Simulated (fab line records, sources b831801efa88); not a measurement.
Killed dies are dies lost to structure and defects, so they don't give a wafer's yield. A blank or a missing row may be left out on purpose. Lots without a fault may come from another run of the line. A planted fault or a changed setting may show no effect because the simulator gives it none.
Chamber matching | flow gf180mcu | GF_V3_CVD_02 on pecvd-04: 3 sister chambers
The step deposits SiO2 from TEOS, target thk 850 nm, time 94.851 s. 3 wafers are shown with their chamber, then 12 later ones without.

WAFERS WITH THEIR CHAMBER
wafer  | chamber | heater_power_w (W)
L092.4 | 1       | 451
L092.5 | 2       | 564
L092.6 | 0       | 674

WAFERS WITHOUT THEIR CHAMBER
wafer  | heater_power_w (W)
L093.1 | 482
L093.3 | 747
L093.6 | 556
L094.2 | 843
L094.4 | 661
L094.5 | 704
L095.2 | 540
L095.3 | 688
L095.4 | 558
L097.4 | 571
L097.5 | 704
L097.6 | 751

WHICH CHAMBER EACH WENT THROUGH
wafer  | from the rows above          | in truth
L093.1 | can't be placed: 1 or 2      | 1
L093.3 | can't be placed: 0 or 2      | 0
L093.6 | can't be placed: 2 or 1 or 0 | 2
L094.2 | can't be placed: 0 or 2      | 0
L094.4 | can't be placed: 0 or 2      | 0
L094.5 | can't be placed: 0 or 2      | 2
L095.2 | can't be placed: 2 or 1 or 0 | 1
L095.3 | can't be placed: 0 or 2      | 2
L095.4 | can't be placed: 2 or 1 or 0 | 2
L097.4 | can't be placed: 2 or 0 or 1 | 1
L097.5 | can't be placed: 0 or 2      | 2
L097.6 | can't be placed: 0 or 2      | 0
Placed correctly: 0 of 12. Can't be placed from these rows: 12 (the true chamber is among the candidates in 12). Placed wrongly: 0.
How it was worked out, from the rows above alone: a wafer's distance from a chamber is the root of the sum, over the readings, of the square of ((its reading less the chamber's mean) divided by the reading's scatter). The wafer belongs to the nearest chamber; if the next one is less than 2 further off, it can't be placed. A chamber's mean is the mean of its shown wafers. The scatter: with one shown wafer a chamber, the root of the mean of the squares of how far each hidden wafer lies from its nearest shown one.
